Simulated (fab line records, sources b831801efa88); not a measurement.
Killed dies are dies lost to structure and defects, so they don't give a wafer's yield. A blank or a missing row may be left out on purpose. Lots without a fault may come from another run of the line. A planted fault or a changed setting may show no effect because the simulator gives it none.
fab line records | flow gf180mcu | part 1 of 2: steps 1 to 30 of 41
record lots=5 wafers=15 last_day=33
route steps=602 shown POLY_GATE@174 HV_LDD@176
lots that met no fault: from a run of the same line without faults
start_h: hours from the record's first day to the start of the lot's first wafer shown | wait_h: hours since the lot's step before | " the same as in the row above | L1.1+2: a row that stands for several wafers | - no value, or no start given | * or withheld: withheld | < > ~ a bound
route shown NAME@n: a module of which the file shows steps, and the number in the route of the first | usual: mean/standard deviation of fault-free wafers | same: alike in all rows | chamber/n: place in a boat | sites: the reading at each site | _std_site: their standard deviation | _edge_site: outer sites' mean less inner sites' | radius_mm: how far each site lies from the wafer's centre | mask NAME#n: copy n | behind: the tool/chamber that last shaped the wafer | hold: why the lot was held/for how many hours/how that ended | device: the transistor (n, p or np) that didn't switch | end of line: the same wafers' tests at the end of the route | a step without rows: its recipe alone | killed: dies lost to structure and defects at the first sort, not the wafer's yield | map: a wafer's dies, x killed, . not, _ none there
set.NAME: the setting as run; set.NAME@STEP: as run at that earlier step | model.NAME: the simulator's own value behind a step, which no gauge read
lots at some steps of the route; a table a step, a row a wafer
services: from which hour (start_h, from the record's first day; less than 0 if before it) a tool's chamber was out of use, for how many hours, and why
## steps
# step GF_POLY_GATE_THK_MEAS_17
# recipe reads=SiO2_of_POLY_GATE_OXIDATION_16
# usual POLY_GATE_OXIDATION_THK=3.96/0.095
# columns lot.wafer tool chamber start_h wait_h POLY_GATE_OXIDATION_THK[nm]
L080.1 film_metro-04 - 243.56 0.0 3.94
L080.3 " - " " 3.92
L080.6 " - " " 3.95
L082.2 film_metro-04 - 259.90 0.0 3.81
L082.3 " - " " 3.83
L082.4 " - " " 3.81
L086.1 film_metro-02 - 285.87 0.0 3.99
L086.4 " - " " 3.91
L086.6 " - " " 4.02
L091.1 film_metro-04 - 319.98 0.0 4.14
L091.3 " - " " 4.07
L091.6 " - " " 4.05
L092.1 film_metro-01 - 327.76 0.0 4.03
L092.4 " - " " 4.01
L092.6 " - " " 4.04
# step GF_POLY_GATE_CD_MEAS_18
# usual cd_nm=280.6/1.7
# columns lot.wafer tool chamber start_h wait_h cd_nm
L080.1 cd_sem-02 - 243.62 0.1 281.6
L080.3 " - " " 281.2
L080.6 " - " " 278.4
L082.2 cd_sem-02 - 259.99 0.1 280.7
L082.3 " - " " 283.2
L082.4 " - " " 281.0
L086.1 cd_sem-02 - 285.93 0.1 282.4
L086.4 " - " " 281.2
L086.6 " - " " 280.9
L091.1 cd_sem-02 - 320.11 0.1 279.2
L091.3 " - " " 279.0
L091.6 " - " " 279.0
L092.1 cd_sem-01 - 327.82 0.1 281.4
L092.4 " - " " 283.4
L092.6 " - " " 281.8
# step GF_HV_LDD_DEHYDRATE_00
# recipe temp_c=200 time_s=60
# columns lot.wafer tool chamber start_h wait_h
L080.1+3+6 litho_track-03 0 252.77 9.1
L082.2+3+4 litho_track-03 0 269.24 9.2
L086.1+4+6 litho_track-02 0 295.90 9.9
L091.1+3+6 litho_track-03 0 330.46 10.3
L092.1+4+6 litho_track-03 0 338.56 10.7
# step GF_HV_LDD_HMDS_01
# recipe prime_time_s=60 prime_temp_c=120
# columns lot.wafer tool chamber start_h wait_h
L080.1+3+6 litho_track-03 0 252.92 0.1
L082.2+3+4 litho_track-03 0 269.39 0.1
L086.1+4+6 litho_track-02 0 296.05 0.1
L091.1+3+6 litho_track-03 0 330.61 0.1
L092.1+4+6 litho_track-03 0 338.71 0.1
# step GF_HV_LDD_COAT_02
# recipe resist=NOVOLAK spin_rpm=3046 resist_thk_nm=1000
# usual spin_speed_rpm=3046.3/2.2
# columns lot.wafer tool chamber start_h wait_h spin_speed_rpm
L080.1 litho_track-03 0 253.07 0.1 3049.3
L080.3 " 0 " " 3048.6
L080.6 " 0 " " 3048.1
L082.2 litho_track-03 0 269.54 0.1 3046.0
L082.3 " 0 " " 3044.3
L082.4 " 0 " " 3043.5
L086.1 litho_track-02 0 296.20 0.1 3045.7
L086.4 " 0 " " 3045.7
L086.6 " 0 " " 3044.7
L091.1 litho_track-03 0 330.76 0.1 3046.1
L091.3 " 0 " " 3048.2
L091.6 " 0 " " 3049.5
L092.1 litho_track-03 0 338.86 0.1 3043.7
L092.4 " 0 " " 3045.1
L092.6 " 0 " " 3044.9
# step GF_HV_LDD_SOFTBAKE_03
# recipe temp_c=90 time_s=60 resist=NOVOLAK
# columns lot.wafer tool chamber start_h wait_h
L080.1+3+6 litho_track-03 0 253.22 0.1
L082.2+3+4 litho_track-03 0 269.69 0.1
L086.1+4+6 litho_track-02 0 296.35 0.1
L091.1+3+6 litho_track-03 0 330.91 0.1
L092.1+4+6 litho_track-03 0 339.01 0.1
# step GF_HV_LDD_EXPOSE_04
# recipe mask_id=Nplus_LV_AREA target_cd_nm=400 na=0.6 source_shape=conventional sigma_outer=0.6 dose_mj=140
# usual focus_offset_nm=-0.1/0.55
# columns lot.wafer tool chamber start_h wait_h mask focus_offset_nm
L080.1 iline_stepper-02 0 - - Nplus_LV_AREA#0 -0.7
L080.3 " 0 " " Nplus_LV_AREA#0 -1.0
L080.6 " 0 " " Nplus_LV_AREA#0 -0.7
L082.2 iline_stepper-02 0 - - Nplus_LV_AREA#0 0.0
L082.3 " 0 " " Nplus_LV_AREA#0 -0.3
L082.4 " 0 " " Nplus_LV_AREA#0 -0.3
L086.1 iline_stepper-02 0 - - Nplus_LV_AREA#0 0.0
L086.4 " 0 " " Nplus_LV_AREA#0 -0.3
L086.6 " 0 " " Nplus_LV_AREA#0 0.2
L091.1 iline_stepper-02 0 - - Nplus_LV_AREA#0 -0.3
L091.3 " 0 " " Nplus_LV_AREA#0 -0.9
L091.6 " 0 " " Nplus_LV_AREA#0 0.0
L092.1 iline_stepper-01 0 - - Nplus_LV_AREA#0 -1.0
L092.4 " 0 " " Nplus_LV_AREA#0 -1.4
L092.6 " 0 " " Nplus_LV_AREA#0 -0.6
# step GF_HV_LDD_PEB_05
# recipe temp_c=withheld time_s=* resist=NOVOLAK
# columns lot.wafer tool chamber start_h wait_h
L080.1+3+6 litho_track-02 0 - -
L082.2+3+4 litho_track-01 0 - -
L086.1+4+6 litho_track-03 0 - -
L091.1+3+6 litho_track-02 0 - -
L092.1+4+6 litho_track-01 0 - -
# step GF_HV_LDD_DEVELOP_06
# recipe develop_time_s=60 dev_temp_c=23
# columns lot.wafer tool chamber start_h wait_h
L080.1+3+6 litho_track-02 0 261.95 0.1
L082.2+3+4 litho_track-01 0 279.03 0.1
L086.1+4+6 litho_track-03 0 306.06 0.1
L091.1+3+6 litho_track-02 0 341.69 0.1
L092.1+4+6 litho_track-01 0 348.95 0.1
# step GF_HV_LDD_CD_MEAS_07
# recipe target_cd_nm=400
# usual cd_nm=400.6/2.1
# columns lot.wafer tool chamber start_h wait_h cd_nm
L080.1 cd_sem-01 - 262.10 0.1 397.1
L080.3 " - " " 398.4
L080.6 " - " " 400.5
L082.2 cd_sem-02 - 279.17 0.1 401.5
L082.3 " - " " 403.9
L082.4 " - " " 402.5
L086.1 cd_sem-01 - 306.21 0.1 398.8
L086.4 " - " " 400.3
L086.6 " - " " 400.5
L091.1 cd_sem-01 - 341.84 0.1 401.0
L091.3 " - " " 403.1
L091.6 " - " " 401.6
L092.1 cd_sem-02 - 349.16 0.2 399.4
L092.4 " - " " 399.5
L092.6 " - " " 400.3
# step GF_HV_LDD_OVL_MEAS_08
# usual HV_LDD_OVL=-0.4/1.4
# columns lot.wafer tool chamber start_h wait_h HV_LDD_OVL[nm]
L080.1 overlay-02 - 262.22 0.1 1.4
L080.3 " - " " 0.4
L080.6 " - " " 0.0
L082.2 overlay-02 - 279.28 0.1 1.1
L082.3 " - " " 1.7
L082.4 " - " " -0.3
L086.1 overlay-01 - 306.33 0.1 0.6
L086.4 " - " " -2.5
L086.6 " - " " 0.0
L091.1 overlay-02 - 341.96 0.1 0.2
L091.3 " - " " -0.2
L091.6 " - " " 0.2
L092.1 overlay-02 - 349.28 0.1 -0.8
L092.4 " - " " 1.2
L092.6 " - " " -1.2
# step GF_HV_LDD_IMPLANT_09
# recipe species=As energy_kev=40 dose_cm2=1e+14 tilt_deg=7
# usual beam_energy_keV=40.002/0.013
# columns lot.wafer tool chamber start_h wait_h beam_energy_keV
L080.1 implanter-01 0 262.25 0.0 39.994
L080.3 " 0 " " 39.997
L080.6 " 0 " " 40.006
L082.2 implanter-02 0 279.34 0.0 40.004
L082.3 " 0 " " 39.997
L082.4 " 0 " " 39.996
L086.1 implanter-04 0 306.37 0.0 40.012
L086.4 " 0 " " 40.015
L086.6 " 0 " " 40.000
L091.1 implanter-04 0 342.00 0.0 39.997
L091.3 " 0 " " 40.014
L091.6 " 0 " " 39.998
L092.1 implanter-02 0 349.32 0.0 39.997
L092.4 " 0 " " 40.022
L092.6 " 0 " " 40.031
# step GF_HV_LDD_STRIP_10
# recipe chemistry=O2/N2 power_w=1400 pressure_mtorr=1500 platen_temp_c=250 o2_flow_sccm=3000 n2_flow_sccm=300 overash_fraction=0.5
# usual drypump_motor_current_A=5.69/0.23 heater_power_w=315/18 oes_product_au=0.716/0.0049 strip_time_to_endpoint_s=12.56/0.033
# columns lot.wafer tool chamber start_h wait_h drypump_motor_current_A heater_power_w oes_product_au rf_hours_counter_h strip_time_to_endpoint_s
L080.1 plasma_asher-03 0 262.40 0.1 5.77 334 0.713 58 12.54
L080.3 " 0 " " 5.76 320 0.715 - 12.51
L080.6 " 1 " " 5.36 316 0.719 - 12.53
L082.2 plasma_asher-01 1 279.46 0.1 5.93 338 0.721 17 12.53
L082.3 " 0 " " 5.55 289 0.706 - 12.56
L082.4 " 1 " " 5.93 330 0.707 - 12.58
L086.1 plasma_asher-03 0 306.52 0.1 5.76 330 0.704 63 12.53
L086.4 " 0 " " 5.79 331 0.709 - 12.56
L086.6 " 0 " " 5.78 325 0.712 - 12.53
L091.1 plasma_asher-01 1 342.15 0.1 5.94 333 0.720 23 12.56
L091.3 " 1 " " 5.93 336 0.718 - 12.55
L091.6 " 1 " " 5.94 334 0.715 - 12.57
L092.1 plasma_asher-01 1 349.47 0.1 5.93 325 0.713 24 12.53
L092.4 " 1 " " 5.92 333 0.724 - 12.57
L092.6 " 1 " " 5.93 330 0.720 - 12.55
# step GF_HV_LDD_TW_MEAS_11
# usual HV_LDD_TW=2406/13
# columns lot.wafer tool chamber start_h wait_h HV_LDD_TW
L080.1 film_metro-01 - 262.50 0.1 2393
L080.3 " - " " 2387
L080.6 " - " " 2407
L082.2 film_metro-03 - 279.57 0.1 2420
L082.3 " - " " 2414
L082.4 " - " " 2418
L086.1 film_metro-01 - 306.62 0.1 2403
L086.4 " - " " 2408
L086.6 " - " " 2394
L091.1 film_metro-02 - 342.25 0.1 2396
L091.3 " - " " 2429
L091.6 " - " " 2416
L092.1 film_metro-01 - 349.57 0.1 2414
L092.4 " - " " 2408
L092.6 " - " " 2399
# step GF_HV_LDD_DEHYDRATE_12
# recipe temp_c=200 time_s=60
# columns lot.wafer tool chamber start_h wait_h
L080.1+3+6 litho_track-01 0 271.95 9.4
L082.2+3+4 litho_track-01 0 289.58 10.0
L086.1+4+6 litho_track-03 0 316.91 10.3
L091.1+3+6 litho_track-03 0 352.46 10.2
L092.1+4+6 litho_track-03 0 360.51 10.9
# step GF_HV_LDD_HMDS_13
# recipe prime_time_s=60 prime_temp_c=120
# columns lot.wafer tool chamber start_h wait_h
L080.1+3+6 litho_track-01 0 272.10 0.1
L082.2+3+4 litho_track-01 0 289.73 0.1
L086.1+4+6 litho_track-03 0 317.06 0.1
L091.1+3+6 litho_track-03 0 352.61 0.1
L092.1+4+6 litho_track-03 0 360.66 0.1
# step GF_HV_LDD_COAT_14
# recipe resist=NOVOLAK spin_rpm=3000 resist_thk_nm=1000
# usual spin_speed_rpm=2999.8/1.9
# columns lot.wafer tool chamber start_h wait_h spin_speed_rpm
L080.1 litho_track-01 0 272.25 0.1 2998.0
L080.3 " 0 " " 2999.8
L080.6 " 0 " " 3001.9
L082.2 litho_track-01 0 289.88 0.1 2999.3
L082.3 " 0 " " 3000.9
L082.4 " 0 " " 2996.3
L086.1 litho_track-03 0 317.21 0.1 3000.7
L086.4 " 0 " " 3001.3
L086.6 " 0 " " 3003.5
L091.1 litho_track-03 0 352.76 0.1 3002.7
L091.3 " 0 " " 3001.6
L091.6 " 0 " " 2999.4
L092.1 litho_track-03 0 360.81 0.1 2997.8
L092.4 " 0 " " 3002.0
L092.6 " 0 " " 3001.2
# step GF_HV_LDD_SOFTBAKE_15
# recipe temp_c=90 time_s=60 resist=NOVOLAK
# columns lot.wafer tool chamber start_h wait_h
L080.1+3+6 litho_track-01 0 272.40 0.1
L082.2+3+4 litho_track-01 0 290.03 0.1
L086.1+4+6 litho_track-03 0 317.36 0.1
L091.1+3+6 litho_track-03 0 352.91 0.1
L092.1+4+6 litho_track-03 0 360.96 0.1
# step GF_HV_LDD_EXPOSE_16
# recipe mask_id=Pplus_LV_AREA target_cd_nm=400 na=0.6 source_shape=conventional sigma_outer=0.6 dose_mj=140
# usual focus_offset_nm=0.0/0.55
# columns lot.wafer tool chamber start_h wait_h mask focus_offset_nm
L080.1 iline_stepper-01 0 - - Pplus_LV_AREA#0 0.8
L080.3 " 0 " " Pplus_LV_AREA#0 0.7
L080.6 " 0 " " Pplus_LV_AREA#0 0.0
L082.2 iline_stepper-02 0 - - Pplus_LV_AREA#0 -0.3
L082.3 " 0 " " Pplus_LV_AREA#0 -0.7
L082.4 " 0 " " Pplus_LV_AREA#0 -1.1
L086.1 iline_stepper-02 0 - - Pplus_LV_AREA#0 -0.1
L086.4 " 0 " " Pplus_LV_AREA#0 0.2
L086.6 " 0 " " Pplus_LV_AREA#0 1.2
L091.1 iline_stepper-02 0 - - Pplus_LV_AREA#0 0.1
L091.3 " 0 " " Pplus_LV_AREA#0 -0.4
L091.6 " 0 " " Pplus_LV_AREA#0 -0.2
L092.1 iline_stepper-01 0 - - Pplus_LV_AREA#0 -0.6
L092.4 " 0 " " Pplus_LV_AREA#0 -0.3
L092.6 " 0 " " Pplus_LV_AREA#0 -1.4
# step GF_HV_LDD_PEB_17
# recipe temp_c=withheld time_s=* resist=NOVOLAK
# columns lot.wafer tool chamber start_h wait_h
L080.1+3+6 litho_track-03 0 - -
L082.2+3+4 litho_track-01 0 - -
L086.1+4+6 litho_track-01 0 - -
L091.1+3+6 litho_track-03 0 - -
L092.1+4+6 litho_track-02 0 - -
# step GF_HV_LDD_DEVELOP_18
# recipe develop_time_s=60 dev_temp_c=23
# columns lot.wafer tool chamber start_h wait_h
L080.1+3+6 litho_track-03 0 281.46 0.1
L082.2+3+4 litho_track-01 0 299.68 0.1
L086.1+4+6 litho_track-01 0 327.20 0.1
L091.1+3+6 litho_track-03 0 363.96 0.1
L092.1+4+6 litho_track-02 0 371.54 0.1
# step GF_HV_LDD_CD_MEAS_19
# recipe target_cd_nm=400
# usual cd_nm=400.4/2.1
# columns lot.wafer tool chamber start_h wait_h cd_nm
L080.1 cd_sem-01 - 281.61 0.1 400.3
L080.3 " - " " 398.8
L080.6 " - " " 401.3
L082.2 cd_sem-01 - 299.82 0.1 400.9
L082.3 " - " " 399.0
L082.4 " - " " 398.4
L086.1 cd_sem-01 - 327.35 0.1 400.9
L086.4 " - " " 399.9
L086.6 " - " " 399.4
L091.1 cd_sem-01 - 364.11 0.1 404.6
L091.3 " - " " 404.5
L091.6 " - " " 402.5
L092.1 cd_sem-02 - 371.69 0.1 400.9
L092.4 " - " " 400.4
L092.6 " - " " 398.6
# step GF_HV_LDD_OVL_MEAS_20
# usual HV_LDD_01_OVL=-0.8/1.2
# columns lot.wafer tool chamber start_h wait_h HV_LDD_01_OVL[nm]
L080.1 overlay-01 - 281.73 0.1 -1.4
L080.3 " - " " -1.2
L080.6 " - " " -0.1
L082.2 overlay-01 - 299.93 0.1 -3.2
L082.3 " - " " -2.4
L082.4 " - " " 0.6
L086.1 overlay-02 - 327.47 0.1 0.4
L086.4 " - " " 1.2
L086.6 " - " " -0.6
L091.1 overlay-01 - 364.23 0.1 -1.9
L091.3 " - " " 0.2
L091.6 " - " " -0.5
L092.1 overlay-01 - 371.81 0.1 -3.1
L092.4 " - " " -0.9
L092.6 " - " " -2.4
# step GF_HV_LDD_IMPLANT_21
# recipe species=BF2 energy_kev=25 dose_cm2=5e+13 tilt_deg=7
# usual beam_energy_keV=24.999/0.0086
# columns lot.wafer tool chamber start_h wait_h beam_energy_keV
L080.1 implanter-02 0 281.77 0.0 24.986
L080.3 " 0 " " 24.989
L080.6 " 0 " " 24.996
L082.2 implanter-04 0 299.99 0.0 24.996
L082.3 " 0 " " 24.994
L082.4 " 0 " " 25.009
L086.1 implanter-04 0 327.51 0.0 24.997
L086.4 " 0 " " 25.001
L086.6 " 0 " " 25.000
L091.1 implanter-02 0 364.27 0.0 24.988
L091.3 " 0 " " 24.996
L091.6 " 0 " " 24.998
L092.1 implanter-01 0 371.85 0.0 25.005
L092.4 " 0 " " 24.991
L092.6 " 0 " " 25.001
# step GF_HV_LDD_STRIP_22
# recipe chemistry=O2/N2 power_w=1400 pressure_mtorr=1500 platen_temp_c=247.5 o2_flow_sccm=3000 n2_flow_sccm=300 overash_fraction=0.5
# usual drypump_motor_current_A=5.72/0.22 heater_power_w=307/18 oes_product_au=0.694/0.0047 strip_time_to_endpoint_s=13.28/0.036
# columns lot.wafer tool chamber start_h wait_h drypump_motor_current_A heater_power_w oes_product_au rf_hours_counter_h strip_time_to_endpoint_s
L080.1 plasma_asher-02 0 281.92 0.1 5.62 316 0.695 65 13.26
L080.3 " 0 " " 5.57 311 0.694 - 13.30
L080.6 " 1 " " 6.02 305 0.694 - 13.27
L082.2 plasma_asher-01 1 300.11 0.1 5.92 321 0.698 19 13.28
L082.3 " 1 " " 5.93 319 0.691 - 13.29
L082.4 " 0 " " 5.58 279 0.694 - 13.32
L086.1 plasma_asher-03 1 327.66 0.1 5.34 304 0.686 65 13.29
L086.4 " 1 " " 5.36 315 0.699 - 13.31
L086.6 " 0 " " 5.74 321 0.703 - 13.33
L091.1 plasma_asher-01 0 364.42 0.1 5.59 278 0.690 25 13.24
L091.3 " 1 " " 5.90 324 0.698 - 13.23
L091.6 " 1 " " 5.90 322 0.702 - 13.24
L092.1 plasma_asher-02 0 372.00 0.1 5.61 313 0.693 75 13.27
L092.4 " 0 " " 5.63 313 0.697 - 13.27
L092.6 " 1 " " 6.07 303 0.697 - 13.31
# step GF_HV_LDD_TW_MEAS_23
# usual HV_LDD_2_TW=1053/5.5
# columns lot.wafer tool chamber start_h wait_h HV_LDD_2_TW
L080.1 film_metro-03 - 282.02 0.1 1058
L080.3 " - " " 1060
L080.6 " - " " 1055
L082.2 film_metro-03 - 300.22 0.1 1053
L082.3 " - " " 1053
L082.4 " - " " 1052
L086.1 film_metro-02 - 327.76 0.1 1057
L086.4 " - " " 1055
L086.6 " - " " 1054
L091.1 film_metro-03 - 364.52 0.1 1049
L091.3 " - " " 1050
L091.6 " - " " 1050
L092.1 film_metro-02 - 372.10 0.1 1056
L092.4 " - " " 1057
L092.6 " - " " 1059
# step GF_HV_LDD_DEHYDRATE_24
# recipe temp_c=200 time_s=60
# columns lot.wafer tool chamber start_h wait_h
L080.1+3+6 litho_track-02 0 291.80 9.8
L082.2+3+4 litho_track-01 0 310.08 9.8
L086.1+4+6 litho_track-01 0 338.30 10.5
L091.1+3+6 litho_track-03 0 374.51 10.0
L092.1+4+6 litho_track-02 0 383.14 11.0
# step GF_HV_LDD_HMDS_25
# recipe prime_time_s=60 prime_temp_c=120
# columns lot.wafer tool chamber start_h wait_h
L080.1+3+6 litho_track-02 0 291.95 0.1
L082.2+3+4 litho_track-01 0 310.23 0.1
L086.1+4+6 litho_track-01 0 338.45 0.1
L091.1+3+6 litho_track-03 0 374.66 0.1
L092.1+4+6 litho_track-02 0 383.29 0.1
# step GF_HV_LDD_COAT_26
# recipe resist=NOVOLAK spin_rpm=3000 resist_thk_nm=1000
# usual spin_speed_rpm=3000.1/2.1
# columns lot.wafer tool chamber start_h wait_h spin_speed_rpm
L080.1 litho_track-02 0 292.10 0.1 2997.6
L080.3 " 0 " " 3003.7
L080.6 " 0 " " 2998.6
L082.2 litho_track-01 0 310.38 0.1 3003.0
L082.3 " 0 " " 3003.3
L082.4 " 0 " " 3000.1
L086.1 litho_track-01 0 338.60 0.1 3000.1
L086.4 " 0 " " 3002.0
L086.6 " 0 " " 3001.0
L091.1 litho_track-03 0 374.81 0.1 3002.9
L091.3 " 0 " " 3001.3
L091.6 " 0 " " 2997.2
L092.1 litho_track-02 0 383.44 0.1 2999.4
L092.4 " 0 " " 2998.6
L092.6 " 0 " " 2999.5
# step GF_HV_LDD_SOFTBAKE_27
# recipe temp_c=90 time_s=60 resist=NOVOLAK
# columns lot.wafer tool chamber start_h wait_h
L080.1+3+6 litho_track-02 0 292.25 0.1
L082.2+3+4 litho_track-01 0 310.53 0.1
L086.1+4+6 litho_track-01 0 338.75 0.1
L091.1+3+6 litho_track-03 0 374.96 0.1
L092.1+4+6 litho_track-02 0 383.59 0.1
